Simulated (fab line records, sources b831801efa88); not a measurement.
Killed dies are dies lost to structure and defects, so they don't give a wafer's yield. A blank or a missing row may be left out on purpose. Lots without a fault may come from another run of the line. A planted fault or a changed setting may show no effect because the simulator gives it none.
fab line records | flow sfq_line
record lots=13 wafers=39 last_day=89
route steps=325 shown I5@237 M6@252
lots that met no fault: from a run of the same line without faults
start_h: hours from the record's first day to the start of the lot's first wafer shown | wait_h: hours since the lot's step before | " the same as in the row above | L1.1+2: a row that stands for several wafers | - no value, or no start given | * or withheld: withheld | < > ~ a bound
route shown NAME@n: a module of which the file shows steps, and the number in the route of the first | usual: mean/standard deviation of fault-free wafers | same: alike in all rows | chamber/n: place in a boat | sites: the reading at each site | _std_site: their standard deviation | _edge_site: outer sites' mean less inner sites' | radius_mm: how far each site lies from the wafer's centre | mask NAME#n: copy n | behind: the tool/chamber that last shaped the wafer | hold: why the lot was held/for how many hours/how that ended | device: the transistor (n, p or np) that didn't switch | end of line: the same wafers' tests at the end of the route | a step without rows: its recipe alone | killed: dies lost to structure and defects at the first sort, not the wafer's yield | map: a wafer's dies, x killed, . not, _ none there
set.NAME: the setting as run; set.NAME@STEP: as run at that earlier step | model.NAME: the simulator's own value behind a step, which no gauge read
steps of the route over a sample of lots; a table a step, a row a wafer
services: from which hour (start_h, from the record's first day; less than 0 if before it) a tool's chamber was out of use, for how many hours, and why
## steps
# step SFQ_TRILAYER_I5_ETCH_VIA_ETCH_147
# recipe stop_on=Nb mask_material=PR chemistry=CHF3 target_depth_nm=360 source_w=500 bias_w=80 pressure_mtorr=30 time_s=withheld
# usual bias_w=80.01/0.24 drypump_motor_current_A=6.0/0.37 oes_product_au=0.987/0.007
# columns lot.wafer tool chamber start_h wait_h bias_w drypump_motor_current_A oes_product_au
L604.1 rie_diel-03 1 1530.95 0.0 79.56 6.2 0.986
L604.3 " 3 " " 80.01 6.2 0.990
L604.4 " 0 " " 80.02 5.7 0.980
L605.1 rie_diel-03 1 1617.63 0.0 79.69 6.2 0.998
L605.4 " 0 " " 80.41 5.7 0.981
L605.5 " 0 " " 80.16 5.6 0.983
L606.1 rie_diel-02 2 1620.03 0.0 80.67 6.4 0.975
L606.5 " 0 " " 80.18 6.1 0.989
L606.6 " 3 " " 79.93 6.3 0.986
L607.1 rie_diel-01 3 1621.23 0.0 80.00 5.6 0.991
L607.2 " 1 " " 79.67 6.3 0.985
L607.4 " 0 " " 79.96 5.6 1.001
L608.3 rie_diel-03 3 1623.63 0.0 80.41 6.2 0.985
L608.4 " 1 " " 80.17 6.2 0.979
L608.6 " 3 " " 79.93 6.2 0.984
L609.1 rie_diel-02 2 1624.83 0.0 80.28 6.3 0.980
L609.2 " 1 " " 79.79 5.0 0.988
L609.4 " 3 " " 79.88 6.3 0.990
L610.1 rie_diel-02 3 1630.83 0.0 79.94 6.3 0.987
L610.2 " 0 " " 79.87 6.0 0.998
L610.5 " 0 " " 79.69 6.1 0.989
L615.3 rie_diel-03 3 1701.27 0.0 79.98 6.3 0.990
L615.4 " 0 " " 79.69 5.8 0.979
L615.6 " 3 " " 79.85 6.3 0.994
L616.2 rie_diel-01 2 1757.92 0.0 79.75 6.0 0.991
L616.5 " 2 " " 79.80 6.0 0.991
L616.6 " 3 " " 80.17 5.6 0.989
L620.1 rie_diel-03 0 1867.95 0.0 79.83 5.7 0.980
L620.2 " 3 " " 80.31 6.2 0.976
L620.6 " 3 " " 80.29 6.2 0.976
L621.1 rie_diel-02 0 1887.27 0.0 79.91 6.0 0.981
L621.2 " 1 " " 80.10 5.0 0.984
L621.6 " 3 " " 79.79 6.3 0.979
L623.2 rie_diel-02 2 1915.71 0.0 80.32 6.4 0.981
L623.5 " 2 " " 80.14 6.4 0.978
L623.6 " 1 " " 80.23 5.0 0.998
L626.1 rie_diel-03 3 1966.55 0.0 80.24 6.2 0.987
L626.5 " 3 " " 80.07 6.2 0.989
L626.6 " 0 " " 80.33 5.8 0.992
# step SFQ_TRILAYER_M6_DEP_SPUTTER_157
# recipe material=Nb base_pressure_pa=1.33e-06 chamber_pressure_pa=0.1333 substrate_temp_c=20 target_thk_nm=200 power_w=2000 time_s=133.3
# usual base_pressure_pa=1.32e-06/8.9e-08 throttle_valve_pct=30.2/1.4
# columns lot.wafer tool chamber start_h wait_h base_pressure_pa throttle_valve_pct
L604.1 pvd_sputter-04 - 1630.48 0.0 1.37e-06 29.3
L604.3 " - " " 1.39e-06 32.4
L604.4 " - " " 1.37e-06 28.8
L605.1 pvd_sputter-04 - 1643.52 0.0 1.38e-06 28.4
L605.4 " - " " 1.23e-06 29.3
L605.5 " - " " 1.37e-06 28.8
L606.1 pvd_sputter-03 - 1700.05 0.0 1.34e-06 30.3
L606.5 " - " " 1.31e-06 30.2
L606.6 " - " " 1.38e-06 31.7
L607.1 pvd_sputter-06 - 1710.85 0.0 1.27e-06 29.7
L607.2 " - " " 1.3e-06 30.4
L607.4 " - " " 1.16e-06 32.5
L608.3 pvd_sputter-03 - 1712.05 0.0 1.41e-06 29.9
L608.4 " - " " 1.39e-06 31.9
L608.6 " - " " 1.49e-06 29.0
L609.1 pvd_sputter-04 - 1714.45 0.0 1.32e-06 29.3
L609.2 " - " " 1.29e-06 28.7
L609.4 " - " " 1.41e-06 32.4
L610.1 pvd_sputter-06 - 1718.05 0.0 1.1e-06 32.6
L610.2 " - " " 1.24e-06 30.7
L610.5 " - " " 1.37e-06 30.4
L615.3 pvd_sputter-04 - 1807.27 0.0 1.35e-06 32.2
L615.4 " - " " 1.22e-06 28.7
L615.6 " - " " 1.23e-06 29.0
L616.2 pvd_sputter-03 - 1841.00 0.0 1.11e-06 28.9
L616.5 " - " " 1.4e-06 30.1
L616.6 " - " " 1.13e-06 32.1
L620.1 pvd_sputter-03 - 1872.78 0.0 1.35e-06 28.7
L620.2 " - " " 1.41e-06 30.3
L620.6 " - " " 1.39e-06 28.9
L621.1 pvd_sputter-03 - 1906.72 0.0 1.38e-06 30.2
L621.2 " - " " 1.38e-06 28.7
L621.6 " - " " 1.26e-06 30.2
L623.2 pvd_sputter-04 - 1922.53 0.0 1.22e-06 29.3
L623.5 " - " " 1.28e-06 28.4
L623.6 " - " " 1.23e-06 29.3
L626.1 pvd_sputter-04 - 2038.00 0.0 1.2e-06 28.5
L626.5 " - " " 1.21e-06 32.5
L626.6 " - " " 1.36e-06 28.3
# step SFQ_M6_RS_MEAS_938
# recipe thk_meas_gauge=four-point-probe reads=Nb_of_TRILAYER_M6_DEP_SPUTTER_157
# usual M6_NB_RS=0.891/0.0076
# columns lot.wafer tool chamber start_h wait_h M6_NB_RS[ohm/sq]
L604.1 film_metro-04 - 1630.57 0.0 0.897
L604.3 " - " " 0.887
L604.4 " - " " 0.881
L605.1 film_metro-03 - 1643.61 0.0 0.904
L605.4 " - " " 0.902
L605.5 " - " " 0.891
L606.1 film_metro-03 - 1700.88 0.8 0.890
L606.5 " - " " 0.891
L606.6 " - " " 0.892
L607.1 film_metro-03 - 1710.94 0.0 0.895
L607.2 " - " " 0.889
L607.4 " - " " 0.889
L608.3 film_metro-03 - 1712.18 0.1 0.895
L608.4 " - " " 0.891
L608.6 " - " " 0.888
L609.1 film_metro-04 - 1714.54 0.0 0.889
L609.2 " - " " 0.884
L609.4 " - " " 0.893
L610.1 film_metro-04 - 1718.14 0.0 0.897
L610.2 " - " " 0.905
L610.5 " - " " 0.904
L615.3 film_metro-03 - 1807.40 0.1 1.630
L615.4 " - " " 0.881
L615.6 " - " " 0.883
L616.2 film_metro-01 - 1841.11 0.1 0.877
L616.5 " - " " 0.889
L616.6 " - " " 0.890
L620.1 film_metro-03 - 1872.87 0.0 0.891
L620.2 " - " " 0.898
L620.6 " - " " 0.897
L621.1 film_metro-03 - 1906.81 0.0 0.889
L621.2 " - " " 0.876
L621.6 " - " " 0.891
L623.2 film_metro-04 - 1922.64 0.1 0.885
L623.5 " - " " 0.877
L623.6 " - " " 0.884
L626.1 film_metro-01 - 2038.09 0.0 0.889
L626.5 " - " " 0.894
L626.6 " - " " 0.890
# step SFQ_M6_OVL_MEAS_940
# usual M6_OVL=-1/5.3
# columns lot.wafer tool chamber start_h wait_h M6_OVL[nm]
L604.1 overlay-02 - 1679.00 0.1 -3
L604.3 " - " " -1
L604.4 " - " " 4
L605.1 overlay-02 - 1680.20 0.1 -1
L605.4 " - " " -6
L605.5 " - " " -7
L606.1 overlay-01 - 1703.57 0.1 -3
L606.5 " - " " -1
L606.6 " - " " -4
L607.1 overlay-01 - 1713.92 0.1 8
L607.2 " - " " 1
L607.4 " - " " -6
L608.3 overlay-01 - 1715.13 0.1 -9
L608.4 " - " " 3
L608.6 " - " " -1
L609.1 overlay-01 - 1716.97 0.1 -4
L609.2 " - " " 1
L609.4 " - " " 4
L610.1 overlay-02 - 1738.94 0.1 -5
L610.2 " - " " -3
L610.5 " - " " 4
L615.3 overlay-01 - 1809.80 0.1 1
L615.4 " - " " -9
L615.6 " - " " -10
L616.2 overlay-02 - 1848.43 0.1 2
L616.5 " - " " -9
L616.6 " - " " 2
L620.1 overlay-01 - 1950.87 0.1 -7
L620.2 " - " " 4
L620.6 " - " " 2
L621.1 overlay-02 - 1984.02 0.1 -11
L621.2 " - " " -6
L621.6 " - " " -6
L623.2 overlay-01 - 2006.95 0.1 -1
L623.5 " - " " -3
L623.6 " - " " -10
L626.1 overlay-02 - 2040.64 0.1 -7
L626.5 " - " " -5
L626.6 " - " " 4
# step SFQ_TRILAYER_M6_BARC_OPEN_METAL_ETCH_206
# recipe mask_material=PR chemistry=O2 target_depth_nm=125 target=BARC icp_w=600 bias_w=80 pressure_mtorr=10 time_s=41.7
# usual bias_w=80.02/0.22 drypump_motor_current_A=5.7/0.46 oes_product_au=0.685/0.0046
# columns lot.wafer tool chamber start_h wait_h bias_w drypump_motor_current_A oes_product_au rf_hours_counter_h
L604.1 rie_metal-03 0 1679.04 0.0 80.39 6.0 0.693 120
L604.3 " 1 " " 79.49 6.4 0.683 -
L604.4 " 0 " " 79.85 6.0 0.688 -
L605.1 rie_metal-02 0 1680.24 0.0 79.58 5.1 0.686 41
L605.4 " 1 " " 80.43 5.4 0.690 -
L605.5 " 1 " " 80.31 5.4 0.689 -
L606.1 rie_metal-02 1 1703.60 0.0 80.12 5.4 0.688 23
L606.5 " 1 " " 80.32 5.4 0.681 -
L606.6 " 0 " " 79.91 5.1 0.683 -
L607.1 rie_metal-01 0 1713.95 0.0 80.01 6.1 0.692 66
L607.2 " 1 " " 79.86 6.0 0.685 126
L607.4 " 1 " " 80.05 6.0 0.692 -
L608.3 rie_metal-02 0 1715.17 0.0 80.29 5.1 0.695 -
L608.4 " 1 " " 79.85 5.4 0.687 -
L608.6 " 0 " " 80.33 5.1 0.679 -
L609.1 rie_metal-01 0 1717.00 0.0 80.19 6.1 0.689 67
L609.2 " 1 " " 80.19 6.0 0.681 127
L609.4 " 0 " " 80.20 6.1 0.688 -
L610.1 rie_metal-02 0 1738.98 0.0 79.88 5.1 0.676 51
L610.2 " 1 " " 79.96 5.4 0.681 29
L610.5 " 0 " " 79.69 5.1 0.678 -
L615.3 rie_metal-02 1 1809.85 0.0 80.09 5.4 0.684 -
L615.4 " 0 " " 80.12 5.1 0.681 -
L615.6 " 1 " " 79.94 5.4 0.681 -
L616.2 rie_metal-01 1 1848.46 0.0 80.13 6.0 0.684 13
L616.5 " 1 " " 80.20 6.0 0.680 -
L616.6 " 0 " " 80.02 6.1 0.693 -
L620.1 rie_metal-02 0 1950.91 0.0 79.99 5.1 0.680 79
L620.2 " 1 " " 79.79 5.4 0.677 60
L620.6 " 0 " " 80.09 5.1 0.688 -
L621.1 rie_metal-02 1 1984.05 0.0 79.87 5.4 0.695 65
L621.2 " 0 " " 80.41 5.1 0.685 84
L621.6 " 1 " " 79.57 5.4 0.686 -
L623.2 rie_metal-01 0 2006.98 0.0 79.90 6.1 0.680 108
L623.5 " 1 " " 80.11 6.0 0.691 -
L623.6 " 0 " " 79.72 6.1 0.675 -
L626.1 rie_metal-02 0 2040.68 0.0 79.96 5.1 0.685 90
L626.5 " 0 " " 79.86 5.1 0.679 -
L626.6 " 1 " " 80.14 5.4 0.685 -
# step SFQ_TRILAYER_M6_ETCH_METAL_ETCH_162
# recipe target=Nb stop_on=SiO2 mask_material=PR chemistry=Cl2/Ar target_depth_nm=240 icp_w=600 bias_w=80 pressure_mtorr=10 time_s=120
# usual bias_w=80.00/0.23 drypump_motor_current_A=5.7/0.46 oes_product_au=0.892/0.0062
# columns lot.wafer tool chamber start_h wait_h bias_w drypump_motor_current_A oes_product_au rf_hours_counter_h
L604.1 rie_metal-03 0 1679.10 0.0 79.86 6.0 0.890 120
L604.3 " 1 " " 80.08 6.4 0.897 -
L604.4 " 0 " " 79.53 6.0 0.893 -
L605.1 rie_metal-02 0 1680.30 0.0 80.43 5.1 0.886 41
L605.4 " 1 " " 79.83 5.4 0.885 -
L605.5 " 1 " " 79.63 5.3 0.887 -
L606.1 rie_metal-02 1 1703.66 0.0 80.32 5.4 0.893 23
L606.5 " 1 " " 80.42 5.4 0.897 -
L606.6 " 0 " " 79.71 5.1 0.897 -
L607.1 rie_metal-01 0 1714.01 0.0 80.06 6.1 0.875 66
L607.2 " 1 " " 79.94 6.0 0.893 126
L607.4 " 1 " " 80.11 6.0 0.892 -
L608.3 rie_metal-02 0 1715.26 0.1 79.87 5.1 0.890 -
L608.4 " 1 " " 80.83 5.4 0.893 -
L608.6 " 0 " " 80.06 5.1 0.898 -
L609.1 rie_metal-01 0 1717.06 0.0 79.83 6.1 0.894 67
L609.2 " 1 " " 80.17 6.0 0.898 127
L609.4 " 0 " " 79.74 6.1 0.896 -
L610.1 rie_metal-02 0 1739.04 0.0 79.88 5.1 0.893 51
L610.2 " 1 " " 79.80 5.4 0.885 29
L610.5 " 0 " " 80.08 5.1 0.885 -
L615.3 rie_metal-02 1 1809.93 0.1 80.06 5.4 0.668 -
L615.4 " 0 " " 79.68 5.0 0.896 -
L615.6 " 1 " " 79.89 5.4 0.901 -
L616.2 rie_metal-01 1 1848.52 0.0 79.92 6.0 0.897 13
L616.5 " 1 " " 80.06 6.0 0.896 -
L616.6 " 0 " " 79.90 6.1 0.887 -
L620.1 rie_metal-02 0 1950.97 0.0 80.35 5.1 0.887 79
L620.2 " 1 " " 79.75 5.4 0.887 60
L620.6 " 0 " " 79.99 5.1 0.892 -
L621.1 rie_metal-02 1 1984.11 0.0 80.11 5.4 0.896 65
L621.2 " 0 " " 80.17 5.1 0.893 85
L621.6 " 1 " " 80.11 5.3 0.893 -
L623.2 rie_metal-01 0 2007.04 0.0 80.19 6.1 0.903 109
L623.5 " 1 " " 79.98 6.0 0.902 -
L623.6 " 0 " " 80.07 6.1 0.894 -
L626.1 rie_metal-02 0 2040.74 0.0 79.61 5.0 0.897 90
L626.5 " 0 " " 79.83 5.1 0.899 -
L626.6 " 1 " " 79.85 5.4 0.893 -
## services
# columns tool chamber start_h hours kind
rie_diel-02 2 1512.45 1.7 repair
rie_diel-02 1 1521.05 23.7 repair
pvd_sputter-04 - 1558.60 4.7 repair
pvd_sputter-04 - 1572.90 2.6 repair
rie_diel-02 2 1584.18 8.3 repair
rie_diel-02 3 1584.28 3.2 repair
rie_metal-01 - 1617.52 2.6 repair
rie_diel-02 3 1639.41 3.1 repair
rie_metal-02 0 1644.65 6.6 repair
rie_metal-01 1 1697.43 6.2 repair
rie_metal-01 - 1702.62 10.0 pm
rie_diel-03 - 1733.22 1.0 repair
rie_metal-02 0 1748.95 9.8 repair
rie_diel-03 2 1753.67 2.3 repair
rie_diel-03 2 1855.38 5.8 repair
rie_diel-03 1 1857.96 11.0 repair
rie_metal-01 - 1874.49 1.5 repair
pvd_sputter-04 - 1898.21 1.0 repair
rie_diel-03 3 1901.39 1.2 repair
rie_diel-03 - 1917.70 2.8 pm
rie_diel-03 1 1929.09 2.8 repair
pvd_sputter-04 - 1964.70 2.0 repair
pvd_sputter-04 - 1973.19 0.9 repair
rie_metal-01 - 1984.70 0.6 repair
## key
first_sign step=SFQ_M6_RS_MEAS_938 reading=M6_NB_RS direction=up sigmas=97 usual=0.891 struck=1.630
effect step=SFQ_TRILAYER_M6_ETCH_METAL_ETCH_162 reading=oes_product_au direction=down sigmas=36 usual=0.892 struck=0.668
met_at SFQ_TRILAYER_M6_DEP_SPUTTER_157
struck_lots L615
struck_wafers L615.3
not_acting_at SFQ_TRILAYER_I5_ETCH_VIA_ETCH_147,SFQ_M6_OVL_MEAS_940,SFQ_TRILAYER_M6_BARC_OPEN_METAL_ETCH_206
onset_between 1714.45 1807.27
fault kind=process_parameter_drift tool=pvd_sputter-04 chamber=- onset_h=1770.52 steps=SFQ_TRILAYER_M6_DEP_SPUTTER_157 channel=target_thk_nm offset=-90.651 shape=step end_h=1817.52 acts_in=these_recipes_only stated=200 scope=struck_wafers_only
